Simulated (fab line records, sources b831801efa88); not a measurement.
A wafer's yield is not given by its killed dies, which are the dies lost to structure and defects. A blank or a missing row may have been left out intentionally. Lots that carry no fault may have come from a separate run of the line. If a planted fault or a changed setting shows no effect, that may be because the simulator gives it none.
Commonality check across tools    flow sky130    12 lots and 36 wafers in the sample

== REASON FOR OPENING ==
Of 12 lots, 2 have the reading NWELL_OXIDATION_THK flagged at SKY_NWELL_THK_MEAS_02. Wafers without a fault read 9.93 nm, standard deviation 0.16.
Rule: a lot is flagged in two cases, either no wafer of it has a number, or all its wafers with numbers fall more than 4 standard deviations from that mean. All remaining lots are regarded as sound.

lot   measured     on             NWELL_OXIDATION_THK (nm), wafer by wafer  flag
L736  day 2 22:07  film-metro-03  9.90 9.95 9.96                            
L738  day 2 23:30  film-metro-04  9.80 9.82 9.70                            
L739  day 3 05:31  film-metro-04  12.29 12.14 12.24                         FLAGGED
L740  day 3 15:57  film-metro-04  10.27 10.04 9.98                          
L741  day 3 15:57  film-metro-03  10.09 10.09 10.20                         
L744  day 4 06:28  film-metro-04  10.01 10.01 10.15                         
L745  day 4 11:02  film-metro-04  12.10 12.01 12.04                         FLAGGED
L748  day 5 04:23  film-metro-04  10.04 10.17 9.93                          
L756  day 6 20:17  film-metro-02  9.80 9.82 9.66                            
L757  day 7 02:39  film-metro-03  9.90 9.96 9.74                            
L758  day 7 19:40  film-metro-04  9.82 9.85 9.85                            
L759  day 7 19:42  film-metro-04  9.83 9.79 9.92                            
Average over the flagged lots: 12.14 nm; offset from the usual +2.21 nm, equal to +14 standard deviations.

== TOOL THAT RAN EACH LOT ==
2 process steps preceding the reading are held in the record, out of 708 steps in the route. Read each cell as the tool, then ch plus the chambers that the sampled wafers visited, then the start.
lot   flag     SKY_FIELD_ISO_CMP_27          SKY_NWELL_OXIDATION_01
L736           cmp-01 ch 1,2,3, day 2 17:42  furnace-01 ch 0, day 2 20:43
L738           cmp-02 ch 0,1,3, day 2 20:46  furnace-01 ch 0, day 2 22:07
L739  FLAGGED  cmp-02 ch 0,2,3, day 3 02:37  furnace-01 ch 0, day 3 04:07
L740           cmp-01 ch 1,2,3, day 3 13:07  furnace-02 ch 0, day 3 14:32
L741           cmp-02 ch 0,1,3, day 3 13:04  furnace-02 ch 0, day 3 14:32
L744           cmp-02 ch 1,3, day 4 03:36    furnace-02 ch 0, day 4 05:04
L745  FLAGGED  cmp-02 ch 1,2, day 4 08:20    furnace-01 ch 0, day 4 09:38
L748           cmp-02 ch 0,1, day 4 23:20    furnace-02 ch 0, day 5 02:59
L756           cmp-01 ch 1,2, day 6 17:57    furnace-01 ch 0, day 6 18:52
L757           cmp-02 ch 1,2,3, day 6 22:32  furnace-02 ch 0, day 7 01:15
L758           cmp-01 ch 1,2, day 7 13:50    furnace-02 ch 0, day 7 18:15
L759           cmp-02 ch 0,1,3, day 7 15:22  furnace-02 ch 0, day 7 18:15
What the steps here do:
- SKY_FIELD_ISO_CMP_27: polishes, stops on Si3N4, t overpolish 16 s, target thk 457.8 nm.
- SKY_NWELL_OXIDATION_01: stabilise 600 s, purge 300 s, target thk 10 nm.
- SKY_NWELL_THK_MEAS_02

== FLAGGED OVER TOTAL, TOOL BY TOOL (the gauges that took the reading come last) ==
step                    tool           lots run  flagged  share of the flagged lots  sound lots run after its first flagged lot
SKY_FIELD_ISO_CMP_27    cmp-01         4         0        none                       -
SKY_FIELD_ISO_CMP_27    cmp-02         8         2        all                        5 (L741,L744,L748,L757,L759)
SKY_NWELL_OXIDATION_01  furnace-01     5         2        all                        1 (L756)
SKY_NWELL_OXIDATION_01  furnace-02     7         0        none                       -
SKY_NWELL_THK_MEAS_02   film-metro-02  1         0        none                       -
SKY_NWELL_THK_MEAS_02   film-metro-03  3         0        none                       -
SKY_NWELL_THK_MEAS_02   film-metro-04  8         2        all                        5 (L740,L744,L748,L758,L759)

== WHAT THE TABLE ALLOWS ==
3 rows of the table ran every flagged lot: cmp-02 at SKY_FIELD_ISO_CMP_27, furnace-01 at SKY_NWELL_OXIDATION_01, film-metro-04 at SKY_NWELL_THK_MEAS_02.
- cmp-02 at SKY_FIELD_ISO_CMP_27 ran 8 lots, 2 of them flagged. Sound lots followed the first flagged one (L741, L744, L748, L757, L759) on it, something a lasting fault affecting the whole tool could not allow.
- furnace-01 at SKY_NWELL_OXIDATION_01 ran 5 lots, 2 of them flagged. Sound lots followed the first flagged one (L756) on it, something a lasting fault affecting the whole tool could not allow. Its own readings (spike-tc-bottom-C, spike-tc-centre-C, spike-tc-lower-C, spike-tc-top-C, spike-tc-upper-C, tube-center-temp-C, tube_center_temp_C_max) fall more than 4 standard deviations out on all wafers of the flagged lots.
- film-metro-04 at SKY_NWELL_THK_MEAS_02 ran 8 lots, 2 of them flagged. Sound lots followed the first flagged one (L740, L744, L748, L758, L759) on it, something a lasting fault affecting the whole tool could not allow.
There is no row in the table that ran each flagged lot and no sound lot after the first.

== WHAT THE SIMULATOR HAD INSERTED ==
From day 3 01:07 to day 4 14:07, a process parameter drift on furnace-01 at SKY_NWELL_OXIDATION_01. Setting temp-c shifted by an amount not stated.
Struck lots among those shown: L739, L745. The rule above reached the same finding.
